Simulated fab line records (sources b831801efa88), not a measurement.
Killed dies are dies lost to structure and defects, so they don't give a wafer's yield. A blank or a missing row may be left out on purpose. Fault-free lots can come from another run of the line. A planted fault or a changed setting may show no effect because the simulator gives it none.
fab line records -- flow sky130
[record] lots = 5, wafers = 15, last_day = 50
route steps=708 shown METAL5@680 PASSIVATION@681 PAD_OPEN@694
lots that met no fault: taken from a fault-free run of the same line
start_h: start of the lot's first displayed wafer, in hours after the record's first day -- wait_h: time in hours since the lot's previous step -- " repeats the value in the row above -- L1.1+2: a row that stands for several wafers -- - no value present, or no start provided -- * or withheld: withheld -- < > ~ a bound
route shown NAME@n: names a module that has steps shown in the file, with the first one's number in the route -- usual: mean/standard deviation of fault-free wafers -- same: alike in all rows -- chamber/n: place in a boat -- sites: each site's reading -- _std_site: standard deviation across them -- _edge_site: the outer-site mean with the inner-site mean subtracted -- radius_mm: for every site, how far away it sits from the centre of the wafer -- mask NAME#n: copy n -- behind: the most recent tool/chamber to have shaped the wafer -- hold: the reason the lot was held/the length of the hold in hours/how it ended -- device: the n, p or np transistor that did not switch -- end of line: the same wafers' tests at the end of the route -- for a step that has no rows: nothing shown but its recipe -- killed: the dies lost at the first sort to structure and to defects; this is not the yield of the wafer -- map: a wafer's dies, marking killed ones x, the rest . and places with no die _
set.NAME: the setting as run; set.NAME@STEP: as run at that earlier step -- model.NAME: the simulator's own value behind a step, which no gauge read
certain route steps with their lots: each step a table, each wafer a row
services: the hour from which a tool's chamber was out of use, counted from the record's first day as start_h (under 0 if before that day), plus the number of hours and why
[[steps]]
[step SKY_METAL5_CLEAN_19]
[recipe] chemistry = O3/DIW, dry = n2_spin
lot.wafer,tool,chamber,start_h,wait_h
L075.1+5+6,wet_bench-04,2,1033.34,0.0
L076.3+4+5,wet_bench-01,1,1044.10,0.0
L078.2+3+4,wet_bench-04,0,1072.87,0.0
L093.3+4+5,wet_bench-04,1,1146.31,0.0
L095.2+4+5,wet_bench-02,1,1163.46,0.0
[step SKY_PASSIVATION_CVD_00]
[recipe] material = SiO2, target_thk_nm = 90, temp_c = 400, time_s = withheld, rf_w = 600
[usual] heater_power_w = 691/86
lot.wafer,tool,chamber,start_h,wait_h,heater_power_w
L075.1,pecvd-03,2,1033.54,0.0,665
L075.5,pecvd-03,0,1033.54,0.0,562
L075.6,pecvd-03,2,1033.54,0.0,684
L076.3,pecvd-03,1,1044.20,0.0,665
L076.4,pecvd-03,2,1044.20,0.0,790
L076.5,pecvd-03,1,1044.20,0.0,677
L078.2,pecvd-04,0,1072.96,0.0,716
L078.3,pecvd-04,1,1072.96,0.0,773
L078.4,pecvd-04,0,1072.96,0.0,713
L093.3,pecvd-04,1,1146.41,0.0,763
L093.4,pecvd-04,2,1146.41,0.0,634
L093.5,pecvd-04,1,1146.41,0.0,749
L095.2,pecvd-02,1,1163.55,0.0,837
L095.4,pecvd-02,0,1163.55,0.0,648
L095.5,pecvd-02,1,1163.55,0.0,843
[step SKY_PASSIVATION_THK_MEAS_01]
[recipe] reads = SiO2_of_PASSIVATION_CVD_00
[usual] PASSIVATION_CVD_00_THK = 90.3/1.2
lot.wafer,tool,chamber,start_h,wait_h,PASSIVATION_CVD_00_THK[nm]
L075.1,film_metro-02,-,1033.57,-,89.1
L075.5,film_metro-02,-,1033.57,-,91.8
L075.6,film_metro-02,-,1033.57,-,90.9
L076.3,film_metro-04,-,1044.24,-,91.2
L076.4,film_metro-04,-,1044.24,-,92.9
L076.5,film_metro-04,-,1044.24,-,92.1
L078.2,film_metro-04,-,1073.00,-,90.3
L078.3,film_metro-04,-,1073.00,-,90.3
L078.4,film_metro-04,-,1073.00,-,91.8
L093.3,film_metro-04,-,1146.45,-,90.0
L093.4,film_metro-04,-,1146.45,-,90.4
L093.5,film_metro-04,-,1146.45,-,90.2
L095.2,film_metro-04,-,1163.58,-,91.6
L095.4,film_metro-04,-,1163.58,-,91.1
L095.5,film_metro-04,-,1163.58,-,91.9
[step SKY_PASSIVATION_CVD_02]
[recipe] material = Si3N4, target_thk_nm = 540, temp_c = 400, time_s = withheld, rf_w = 450
[usual] heater_power_w = 733/95
lot.wafer,tool,chamber,start_h,wait_h,heater_power_w
L075.1,pecvd-04,2,1033.63,0.1,758
L075.5,pecvd-04,2,1033.63,0.1,744
L075.6,pecvd-04,1,1033.63,0.1,771
L076.3,pecvd-04,0,1044.28,0.0,821
L076.4,pecvd-04,0,1044.28,0.0,844
L076.5,pecvd-04,2,1044.28,0.0,725
L078.2,pecvd-02,1,1073.05,0.0,954
L078.3,pecvd-02,2,1073.05,0.0,652
L078.4,pecvd-02,1,1073.05,0.0,766
L093.3,pecvd-02,1,1146.49,0.0,887
L093.4,pecvd-02,0,1146.49,0.0,683
L093.5,pecvd-02,2,1146.49,0.0,595
L095.2,pecvd-03,2,1163.63,0.0,847
L095.4,pecvd-03,0,1163.63,0.0,586
L095.5,pecvd-03,2,1163.63,0.0,676
[step SKY_PASSIVATION_THK_MEAS_03]
[recipe] reads = Si3N4_of_PASSIVATION_CVD_02
[usual] PASSIVATION_CVD_02_THK = 543/6.7
lot.wafer,tool,chamber,start_h,wait_h,PASSIVATION_CVD_02_THK[nm]
L075.1,film_metro-03,-,1033.86,-,541
L075.5,film_metro-03,-,1033.86,-,551
L075.6,film_metro-03,-,1033.86,-,547
L076.3,film_metro-04,-,1044.53,-,537
L076.4,film_metro-04,-,1044.53,-,541
L076.5,film_metro-04,-,1044.53,-,545
L078.2,film_metro-04,-,1073.28,-,544
L078.3,film_metro-04,-,1073.28,-,539
L078.4,film_metro-04,-,1073.28,-,546
L093.3,film_metro-03,-,1146.74,-,547
L093.4,film_metro-03,-,1146.74,-,556
L093.5,film_metro-03,-,1146.74,-,555
L095.2,film_metro-02,-,1163.86,-,538
L095.4,film_metro-02,-,1163.86,-,549
L095.5,film_metro-02,-,1163.86,-,541
[step SKY_PASSIVATION_DEHYDRATE_04]
[recipe] temp_c = 200, time_s = 60
lot.wafer,tool,chamber,start_h,wait_h
L075.1+5+6,litho_track-04,0,1044.94,11.1
L076.3+4+5,litho_track-03,0,1054.38,9.8
L078.2+3+4,litho_track-03,0,1083.41,10.1
L093.3+4+5,litho_track-03,0,1156.04,9.3
L095.2+4+5,litho_track-04,0,1172.66,8.8
[step SKY_PASSIVATION_HMDS_05]
[recipe] prime_time_s = 60, prime_temp_c = 120
lot.wafer,tool,chamber,start_h,wait_h
L075.1+5+6,litho_track-04,0,1045.09,0.1
L076.3+4+5,litho_track-03,0,1054.53,0.1
L078.2+3+4,litho_track-03,0,1083.56,0.1
L093.3+4+5,litho_track-03,0,1156.19,0.1
L095.2+4+5,litho_track-04,0,1172.81,0.1
[step SKY_PASSIVATION_COAT_06]
[recipe] spin_rpm = 2000, resist_thk_nm = 3000
lot.wafer,tool,chamber,start_h,wait_h
L075.1+5+6,litho_track-04,0,1045.24,0.1
L076.3+4+5,litho_track-03,0,1054.68,0.1
L078.2+3+4,litho_track-03,0,1083.71,0.1
L093.3+4+5,litho_track-03,0,1156.34,0.1
L095.2+4+5,litho_track-04,0,1172.96,0.1
[step SKY_PASSIVATION_SOFTBAKE_07]
[recipe] temp_c = 110, time_s = withheld
lot.wafer,tool,chamber,start_h,wait_h
L075.1+5+6,litho_track-04,0,1045.39,0.1
L076.3+4+5,litho_track-03,0,1054.85,0.1
L078.2+3+4,litho_track-03,0,1083.87,0.1
L093.3+4+5,litho_track-03,0,1156.50,0.1
L095.2+4+5,litho_track-04,0,1173.12,0.1
[step SKY_PASSIVATION_EXPOSE_08]
[recipe] mask_id = NSM, target_cd_nm = 3000, na = 0.57, dose_mj = 260
lot.wafer,tool,chamber,start_h,wait_h,mask
L075.1+5+6,iline_stepper-02,0,-,-,NSM#0
L076.3+4+5,iline_stepper-01,0,-,-,NSM#0
L078.2+3+4,iline_stepper-02,0,-,-,NSM#0
L093.3+4+5,iline_stepper-02,0,-,-,NSM#0
L095.2+4+5,iline_stepper-01,0,-,-,NSM#0
[step SKY_PASSIVATION_PEB_09]
[recipe] temp_c = 115, time_s = withheld
lot.wafer,tool,chamber,start_h,wait_h
L075.1+5+6,litho_track-01,0,-,-
L076.3+4+5,litho_track-01,0,-,-
L078.2+3+4,litho_track-01,0,-,-
L093.3+4+5,litho_track-01,0,-,-
L095.2+4+5,litho_track-01,0,-,-
[step SKY_PASSIVATION_DEVELOP_10]
[recipe] develop_time_s = 60, dev_temp_c = 23
lot.wafer,tool,chamber,start_h,wait_h
L075.1+5+6,litho_track-01,0,-,-
L076.3+4+5,litho_track-01,0,-,-
L078.2+3+4,litho_track-01,0,-,-
L093.3+4+5,litho_track-01,0,-,-
L095.2+4+5,litho_track-01,0,-,-
[step SKY_PASSIVATION_ETCH_11]
[recipe] chemistry = CF4/O2, target_depth_nm = 725, stop_on = AlCu, source_w = 800, bias_w = 150, pressure_mtorr = 150, cf4_flow_sccm = 80, O2_flow_sccm = 10, time_s = 161.1
[usual] O2_flow_sccm = 10.00/0.033, drypump_motor_current_A = 5.8/0.55, oes_product_au = 0.978/0.0064, throttle_valve_pct = 5.964/0.0093
lot.wafer,tool,chamber,start_h,wait_h,O2_flow_sccm,drypump_motor_current_A,oes_product_au,rf_hours_counter_h,throttle_valve_pct
L075.1,rie_diel-04,2,1055.81,-,10.02,6.4,0.974,22,5.951
L075.5,rie_diel-04,1,1055.81,-,10.00,6.0,0.988,-,5.966
L075.6,rie_diel-04,2,1055.81,-,10.03,6.4,0.977,-,5.978
L076.3,rie_diel-04,3,1066.11,-,9.96,5.8,0.976,26,5.971
L076.4,rie_diel-04,0,1066.11,-,9.99,6.0,0.981,7,5.962
L076.5,rie_diel-04,0,1066.11,-,10.02,6.0,0.978,-,5.969
L078.2,rie_diel-02,2,1094.06,-,9.98,6.1,0.983,21,5.952
L078.3,rie_diel-02,1,1094.06,-,10.02,6.3,0.979,19,5.974
L078.4,rie_diel-02,0,1094.06,-,9.97,5.8,0.976,14,5.972
L093.3,rie_diel-04,0,1164.86,-,9.98,6.0,0.985,10,5.962
L093.4,rie_diel-04,3,1164.86,-,9.96,5.8,0.979,30,5.959
L093.5,rie_diel-04,2,1164.86,-,10.00,6.4,0.991,-,5.972
L095.2,rie_diel-02,1,1180.76,-,10.03,6.3,0.967,22,5.969
L095.4,rie_diel-02,0,1180.76,-,10.02,5.8,0.980,-,5.976
L095.5,rie_diel-02,3,1180.76,-,10.00,6.3,0.976,-,5.976
[step SKY_PASSIVATION_STRIP_12]
[recipe] chemistry = O2/N2, power_w = 1400, pressure_mtorr = 1500, platen_temp_c = withheld, overash_fraction = 0.7, o2_flow_sccm = 3000, n2_flow_sccm = 300
[usual] drypump_motor_current_A = 5.78/0.2, n2_flow_sccm = 300.1/0.88, o2_flow_sccm = 2999/8.8, oes_product_au = 0.660/0.0044, strip_time_to_endpoint_s = 31.49/0.12
[same] overash_fraction = 0.7
lot.wafer,tool,chamber,start_h,wait_h,drypump_motor_current_A,n2_flow_sccm,o2_flow_sccm,oes_product_au,rf_hours_counter_h,strip_time_to_endpoint_s
L075.1,plasma_asher-01,1,1055.92,0.1,5.78,300.0,3000,0.663,31,31.70
L075.5,plasma_asher-01,0,1055.92,0.1,5.84,300.0,3007,0.668,-,31.71
L075.6,plasma_asher-01,1,1055.92,0.1,5.78,299.5,3010,0.656,-,31.66
L076.3,plasma_asher-03,0,1066.25,0.1,6.06,300.4,3000,0.653,-,31.41
L076.4,plasma_asher-03,1,1066.25,0.1,5.59,299.8,2998,0.660,-,31.23
L076.5,plasma_asher-03,1,1066.25,0.1,5.57,302.0,3005,0.671,-,31.33
L078.2,plasma_asher-03,1,1094.17,0.1,5.57,301.1,3004,0.658,93,31.28
L078.3,plasma_asher-03,1,1094.17,0.1,5.58,300.6,2988,0.664,-,31.37
L078.4,plasma_asher-03,0,1094.17,0.1,6.05,298.5,3002,0.663,-,31.46
L093.3,plasma_asher-01,1,1165.00,0.1,5.79,299.1,3010,0.658,-,31.28
L093.4,plasma_asher-01,0,1165.00,0.1,5.84,299.6,2981,0.657,-,31.49
L093.5,plasma_asher-01,1,1165.00,0.1,5.76,300.9,3009,0.664,-,31.34
L095.2,plasma_asher-03,1,1180.87,0.1,5.55,300.6,3007,0.664,101,31.73
L095.4,plasma_asher-03,1,1180.87,0.1,5.57,300.1,3001,0.656,-,31.62
L095.5,plasma_asher-03,1,1180.87,0.1,5.56,300.2,2992,0.666,-,31.44
[step SKY_PAD_OPEN_DEHYDRATE_00]
[recipe] temp_c = 200, time_s = 60
lot.wafer,tool,chamber,start_h,wait_h
L075.1+5+6,litho_track-04,0,1066.64,10.7
L076.3+4+5,litho_track-01,0,1075.61,9.3
L078.2+3+4,litho_track-04,0,1103.96,9.8
L093.3+4+5,litho_track-01,0,1173.56,8.5
L095.2+4+5,litho_track-04,0,1188.56,7.7
[step SKY_PAD_OPEN_HMDS_01]
[recipe] prime_time_s = 60, prime_temp_c = 120.8
lot.wafer,tool,chamber,start_h,wait_h
L075.1+5+6,litho_track-04,0,1066.79,0.1
L076.3+4+5,litho_track-01,0,1075.76,0.1
L078.2+3+4,litho_track-04,0,1104.11,0.1
L093.3+4+5,litho_track-01,0,1173.71,0.1
L095.2+4+5,litho_track-04,0,1188.71,0.1
[step SKY_PAD_OPEN_COAT_02]
[recipe] spin_rpm = 2000, resist_thk_nm = 3000
lot.wafer,tool,chamber,start_h,wait_h
L075.1+5+6,litho_track-04,0,1066.94,0.1
L076.3+4+5,litho_track-01,0,1075.91,0.1
L078.2+3+4,litho_track-04,0,1104.26,0.1
L093.3+4+5,litho_track-01,0,1173.86,0.1
L095.2+4+5,litho_track-04,0,1188.86,0.1
[step SKY_PAD_OPEN_SOFTBAKE_03]
[recipe] temp_c = 110, time_s = withheld
lot.wafer,tool,chamber,start_h,wait_h
L075.1+5+6,litho_track-04,0,1067.09,0.1
L076.3+4+5,litho_track-01,0,1076.08,0.1
L078.2+3+4,litho_track-04,0,1104.42,0.1
L093.3+4+5,litho_track-01,0,1174.03,0.1
L095.2+4+5,litho_track-04,0,1189.02,0.1
[step SKY_PAD_OPEN_EXPOSE_04]
[recipe] mask_id = PDM, target_cd_nm = 60000, na = 0.57, dose_mj = 260
lot.wafer,tool,chamber,start_h,wait_h,mask
L075.1+5+6,iline_stepper-01,0,-,-,PDM#0
L076.3+4+5,iline_stepper-02,0,-,-,PDM#0
L078.2+3+4,iline_stepper-02,0,-,-,PDM#0
L093.3+4+5,iline_stepper-01,0,-,-,PDM#0
L095.2+4+5,iline_stepper-01,0,-,-,PDM#0
[step SKY_PAD_OPEN_PEB_05]
[recipe] temp_c = 115, time_s = withheld
lot.wafer,tool,chamber,start_h,wait_h
L075.1+5+6,litho_track-01,0,-,-
L076.3+4+5,litho_track-04,0,-,-
L078.2+3+4,litho_track-02,0,-,-
L093.3+4+5,litho_track-02,0,-,-
L095.2+4+5,litho_track-04,0,-,-
[step SKY_PAD_OPEN_DEVELOP_06]
[recipe] develop_time_s = 60, dev_temp_c = 23
lot.wafer,tool,chamber,start_h,wait_h
L075.1+5+6,litho_track-01,0,-,-
L076.3+4+5,litho_track-04,0,-,-
L078.2+3+4,litho_track-02,0,-,-
L093.3+4+5,litho_track-02,0,-,-
L095.2+4+5,litho_track-04,0,-,-
[step SKY_PAD_OPEN_ETCH_07]
[recipe] chemistry = CF4/O2, target_depth_nm = 725, stop_on = AlCu, source_w = 800, bias_w = 150, pressure_mtorr = 150, cf4_flow_sccm = 80, O2_flow_sccm = 10, time_s = 161.1
[usual] O2_flow_sccm = 10.000/0.029, drypump_motor_current_A = 5.5/0.6, oes_product_au = 0.978/0.0065, throttle_valve_pct = 5.966/0.0099
lot.wafer,tool,chamber,start_h,wait_h,O2_flow_sccm,drypump_motor_current_A,oes_product_au,rf_hours_counter_h,throttle_valve_pct
L075.1,rie_diel-03,1,1077.36,-,10.014,4.7,0.969,15,5.966
L075.5,rie_diel-03,3,1077.36,-,10.018,5.9,0.995,-,5.971
L075.6,rie_diel-03,2,1077.36,-,9.983,5.5,0.983,-,5.952
L076.3,rie_diel-01,2,1087.04,-,10.034,5.1,0.979,6,5.949
L076.4,rie_diel-01,1,1087.04,-,9.947,5.1,0.982,21,5.966
L076.5,rie_diel-01,3,1087.04,-,9.989,5.4,0.980,-,5.956
L078.2,rie_diel-04,2,1115.05,-,10.073,6.3,0.980,24,5.969
L078.3,rie_diel-04,0,1115.05,-,10.001,6.0,0.979,8,5.974
L078.4,rie_diel-04,3,1115.05,-,9.971,5.8,0.982,28,5.973
L093.3,rie_diel-01,2,1181.30,-,9.994,5.1,0.980,10,5.975
L093.4,rie_diel-01,1,1181.30,-,10.082,5.2,0.979,25,5.980
L093.5,rie_diel-01,0,1181.30,-,10.034,6.5,0.982,-,5.963
L095.2,rie_diel-01,2,1195.89,-,10.031,5.2,0.972,10,5.961
L095.4,rie_diel-01,1,1195.89,-,9.978,5.2,0.978,25,5.981
L095.5,rie_diel-01,1,1195.89,-,9.983,5.2,0.979,-,5.967
[step SKY_PAD_OPEN_STRIP_08]
[recipe] chemistry = O2/N2, power_w = 1400, pressure_mtorr = 1500, platen_temp_c = withheld, overash_fraction = 0.7, o2_flow_sccm = 3000, n2_flow_sccm = 300
[usual] drypump_motor_current_A = 5.75/0.13, n2_flow_sccm = 299.9/0.89, o2_flow_sccm = 3001/8.4, oes_product_au = 0.663/0.0048, strip_time_to_endpoint_s = 37.05/0.11
[same] overash_fraction = 0.7
lot.wafer,tool,chamber,start_h,wait_h,drypump_motor_current_A,n2_flow_sccm,o2_flow_sccm,oes_product_au,rf_hours_counter_h,strip_time_to_endpoint_s
L075.1,plasma_asher-02,0,1077.47,0.1,5.54,299.5,3001,0.658,1,37.26
L075.5,plasma_asher-02,1,1077.47,0.1,5.88,298.2,3003,0.650,-,37.33
L075.6,plasma_asher-02,0,1077.47,0.1,5.56,300.9,2994,0.668,-,37.22
L076.3,plasma_asher-02,0,1087.18,0.1,5.54,301.6,2984,0.665,-,37.01
L076.4,plasma_asher-02,1,1087.18,0.1,5.94,298.3,3012,0.661,-,36.93
L076.5,plasma_asher-02,1,1087.18,0.1,5.90,299.4,3000,0.664,-,36.93
L078.2,plasma_asher-01,0,1115.16,0.1,5.84,300.4,3002,0.663,37,37.15
L078.3,plasma_asher-01,0,1115.16,0.1,5.83,299.5,3000,0.659,-,37.06
L078.4,plasma_asher-01,1,1115.16,0.1,5.79,301.2,2988,0.670,-,37.16
L093.3,plasma_asher-04,1,1181.44,0.1,5.80,300.3,3008,0.653,-,37.05
L093.4,plasma_asher-04,0,1181.44,0.1,5.70,298.3,2999,0.661,-,36.99
L093.5,plasma_asher-04,1,1181.44,0.1,5.79,300.0,3013,0.667,-,36.97
L095.2,plasma_asher-01,0,1195.99,0.1,5.83,300.3,3001,0.663,45,37.21
L095.4,plasma_asher-01,1,1195.99,0.1,5.77,300.5,3003,0.659,-,37.08
L095.5,plasma_asher-01,1,1195.99,0.1,5.76,299.1,3003,0.661,-,37.06
[step SKY_PAD_OPEN_STRIP_09]
[recipe] chemistry = post_etch_residue_remover, time_s = 1200, temp_c = 72.5
[usual] temp_c = 72.49/0.12
lot.wafer,tool,chamber,start_h,wait_h,temp_c
L075.1,wet_bench-03,3,1077.57,0.1,72.52
L075.5,wet_bench-03,3,1077.57,0.1,72.69
L075.6,wet_bench-03,3,1077.57,0.1,72.57
L076.3,wet_bench-04,3,1087.24,0.0,72.70
L076.4,wet_bench-04,3,1087.24,0.0,72.55
L076.5,wet_bench-04,3,1087.24,0.0,72.60
L078.2,wet_bench-03,0,1115.26,0.1,72.57
L078.3,wet_bench-03,0,1115.26,0.1,72.56
L078.4,wet_bench-03,0,1115.26,0.1,72.66
L093.3,wet_bench-01,1,1181.51,0.0,72.72
L093.4,wet_bench-01,1,1181.51,0.0,72.73
L093.5,wet_bench-01,1,1181.51,0.0,72.57
L095.2,wet_bench-01,2,1196.14,0.1,72.50
L095.4,wet_bench-01,2,1196.14,0.1,72.51
L095.5,wet_bench-01,2,1196.14,0.1,72.26
[step SKY_PAD_OPEN_CLEAN_10]
[recipe] chemistry = IPA, time_s = 180, temp_c = 25
[usual] temp_c = 24.99/0.11
lot.wafer,tool,chamber,start_h,wait_h,temp_c
L075.1,wet_bench-04,1,1077.91,0.0,24.77
L075.5,wet_bench-04,1,1077.91,0.0,24.94
L075.6,wet_bench-04,1,1077.91,0.0,24.92
L076.3,wet_bench-01,2,1087.59,0.0,24.81
L076.4,wet_bench-01,2,1087.59,0.0,24.97
L076.5,wet_bench-01,2,1087.59,0.0,25.12
L078.2,wet_bench-01,1,1115.60,0.0,24.96
L078.3,wet_bench-01,1,1115.60,0.0,25.11
L078.4,wet_bench-01,1,1115.60,0.0,24.97
L093.3,wet_bench-03,0,1181.85,0.0,24.98
L093.4,wet_bench-03,0,1181.85,0.0,25.03
L093.5,wet_bench-03,0,1181.85,0.0,25.09
L095.2,wet_bench-01,0,1196.54,0.1,24.99
L095.4,wet_bench-01,0,1196.54,0.1,24.97
L095.5,wet_bench-01,0,1196.54,0.1,25.01
[step SKY_PAD_OPEN_CLEAN_11]
[recipe] chemistry = O3/DIW, dry = n2_spin
lot.wafer,tool,chamber,start_h,wait_h
L075.1+5+6,wet_bench-01,3,1077.97,0.0
L076.3+4+5,wet_bench-03,1,1087.64,0.0
L078.2+3+4,wet_bench-03,1,1115.66,0.0
L093.3+4+5,wet_bench-04,3,1181.91,0.0
L095.2+4+5,wet_bench-03,3,1196.62,0.0
[step SKY_PAD_OPEN_ANNEAL_12]
[recipe] temp_c = 400, time_s = withheld, ambient = N2/H2, idle_temp_c = 300, ramp_up_c_per_min = 8, ramp_down_c_per_min = 4
[usual] tube_center_temp_C = 400/0.037, zone_power_top_pct = 10.13/0.12, zone_power_upper_pct = 4.5/0.4
lot.wafer,tool,chamber,start_h,wait_h,tube_center_temp_C,zone_power_top_pct,zone_power_upper_pct
L075.1,furnace-01,0,1078.06,0.0,399.93,10.03,4.9
L075.5,furnace-01,0,1078.06,0.0,399.96,10.06,4.8
L075.6,furnace-01,0,1078.06,0.0,400.02,10.13,4.8
L076.3,furnace-01,0,1087.74,0.0,400,10.06,5.0
L076.4,furnace-01,0,1087.74,0.0,400.02,10.13,4.8
L076.5,furnace-01,0,1087.74,0.0,399.96,9.96,4.8
L078.2,furnace-01,0,1115.75,0.0,399.97,10.00,4.8
L078.3,furnace-01,0,1115.75,0.0,399.99,10.07,4.9
L078.4,furnace-01,0,1115.75,0.0,400.05,10.07,4.8
L093.3,furnace-02,0,1182.00,0.0,400.04,10.18,4.0
L093.4,furnace-02,0,1182.00,0.0,399.99,10.16,4.0
L093.5,furnace-02,0,1182.00,0.0,399.98,10.28,4.1
L095.2,furnace-02,0,1196.72,0.0,399.98,10.17,4.1
L095.4,furnace-02,0,1196.72,0.0,400.02,10.14,4.0
L095.5,furnace-02,0,1196.72,0.0,400.03,10.14,4.1
[step SKY_PAD_OPEN_BOW_MEAS_13]
[recipe] mode = bow
[usual] PAD_OPEN_BOW = 46/8.6
lot.wafer,tool,chamber,start_h,wait_h,PAD_OPEN_BOW[um]
L075.1,film_metro-04,-,1079.56,-,57
L075.5,film_metro-04,-,1079.56,-,49
L075.6,film_metro-04,-,1079.56,-,64
L076.3,film_metro-03,-,1089.28,-,38
L076.4,film_metro-03,-,1089.28,-,34
L076.5,film_metro-03,-,1089.28,-,44
L078.2,film_metro-01,-,1117.28,-,45
L078.3,film_metro-01,-,1117.28,-,50
L078.4,film_metro-01,-,1117.28,-,52
L093.3,film_metro-04,-,1183.54,-,51
L093.4,film_metro-04,-,1183.54,-,40
L093.5,film_metro-04,-,1183.54,-,31
L095.2,film_metro-01,-,1198.24,-,53
L095.4,film_metro-01,-,1198.24,-,41
L095.5,film_metro-01,-,1198.24,-,44
[step SKY_PAD_OPEN_PROBE_99]
[usual] defect_limited_yield = 82.6/1.9, killed_at_M0_to_M3 = 43/6.9, killed_at_M4_up = 3.0/1.8, killed_at_contacts = 24/4.8, killed_at_front_end = 15/4.5, killed_at_other = 0.4/0.67, killed_dies = 86/9.2, killed_open = 46/6.9, killed_short = 39/6, sort_bin_3_pad_short = 0.8/0.39, sort_bin_5_function = 10.2/1.3, sort_bin_6_memory = 6.3/1.2, sort_n_pass = 406/9.2, sort_yield_pct = 82.6/1.9
[same] gross_dies = 492, killed_at_back_side = 0, sort_bin_4_leakage[%] = 0, sort_bin_8_speed[%] = 0
lot.wafer,tool,chamber,start_h,wait_h,defect_limited_yield[%],killed_at_M0_to_M3,killed_at_M4_up,killed_at_contacts,killed_at_front_end,killed_at_other,killed_dies,killed_open,killed_short,sort_bin_3_pad_short[%],sort_bin_5_function[%],sort_bin_6_memory[%],sort_n_pass,sort_yield_pct[%]
L076.3,prober-02,-,1089.46,0.2,81.9,35,3,23,27,1,89,55,33,0.8,11.0,6.3,403,81.9
L076.4,prober-02,-,1089.51,0.2,82.1,42,0,29,15,2,88,53,35,0.8,8.9,8.1,404,82.1
L076.5,prober-02,-,1089.56,0.2,82.3,43,1,30,13,0,87,51,36,0.8,10.8,6.1,405,82.3
L093.3,prober-02,-,1183.72,0.2,81.3,55,2,17,16,2,92,55,37,0.6,11.2,6.9,400,81.3
L093.4,prober-02,-,1183.77,0.2,84.1,40,5,16,17,0,78,42,36,0.8,9.1,5.9,414,84.1
L093.5,prober-02,-,1183.82,0.2,82.3,36,3,25,23,0,87,51,36,1.0,10.2,6.5,405,82.3
// killed by level:class
L076.3 CONTACT:geometric_particle:open=9 VIA1:geometric_particle:open=8 POLY_GATE:geometric_particle:open=8 FIELD_ISO:geometric_particle:open=6 VIA3:geometric_particle:open=6 VIA2:geometric_particle:open=5 METAL3:geometric_particle:short=4 FIELD_ISO:geometric_particle:short=3
L076.4 VIA1:geometric_particle:open=11 CONTACT:geometric_particle:open=10 CONTACT:geometric_particle:short=8 LOCAL_INTERCONNECT:geometric_particle:short=7 VIA2:geometric_particle:open=7 VIA1:geometric_particle:short=6 VIA3:geometric_particle:open=6 FIELD_ISO:geometric_particle:open=4
L076.5 VIA1:geometric_particle:open=11 CONTACT:geometric_particle:open=10 VIA2:geometric_particle:open=8 LI_CONTACT:geometric_particle:short=7 CONTACT:geometric_particle:short=5 METAL3:geometric_particle:short=5 VIA3:geometric_particle:open=5 FIELD_ISO:geometric_particle:short=4
L093.3 VIA1:geometric_particle:open=12 VIA2:geometric_particle:open=11 CONTACT:geometric_particle:open=6 VIA2:geometric_particle:short=6 METAL2:geometric_particle:short=5 METAL3:geometric_particle:short=5 VIA3:geometric_particle:open=5 POLY_GATE:geometric_particle:open=4
L093.4 METAL2:geometric_particle:short=10 VIA1:geometric_particle:open=8 LI_CONTACT:geometric_particle:open=7 FIELD_ISO:geometric_particle:open=6 POLY_GATE:geometric_particle:short=5 VIA3:geometric_particle:open=5 VIA3:geometric_particle:short=5 LOCAL_INTERCONNECT:geometric_particle:short=4
L093.5 LI_CONTACT:geometric_particle:open=11 CONTACT:geometric_particle:open=9 VIA1:geometric_particle:open=8 POLY_GATE:geometric_particle:short=7 VIA1:geometric_particle:short=6 VIA2:geometric_particle:open=6 FIELD_ISO:geometric_particle:short=5 FIELD_ISO:geometric_particle:open=4
[[services]]
tool,chamber,start_h,hours,kind
rie_diel-01,0,1029.78,9.2,repair
furnace-01,-,1032.09,4.2,pm
plasma_asher-03,-,1040.01,7.5,repair
plasma_asher-02,-,1049.16,5.8,repair
iline_stepper-01,-,1049.27,1.7,pm
iline_stepper-01,-,1051.72,2.1,pm
pecvd-03,-,1052.57,0.2,repair
plasma_asher-02,-,1055.33,9.0,pm
rie_diel-03,2,1062.49,7.7,repair
wet_bench-02,-,1074.00,7.4,repair
furnace-02,-,1074.43,13.3,pm
rie_diel-04,1,1079.70,3.9,repair
rie_diel-04,-,1089.70,14.6,pm
pecvd-04,2,1109.45,5.6,repair
furnace-02,-,1112.14,3.3,pm
plasma_asher-02,-,1127.64,4.1,repair
pecvd-03,2,1132.37,8.7,repair
furnace-02,-,1136.03,5.8,pm
pecvd-02,-,1136.16,2.8,pm
iline_stepper-02,-,1138.46,2.0,repair
iline_stepper-02,-,1145.10,1.0,repair
rie_diel-01,-,1167.05,2.8,pm
plasma_asher-02,-,1168.03,2.1,repair
iline_stepper-02,-,1172.98,4.4,pm
[[key]]
fault none
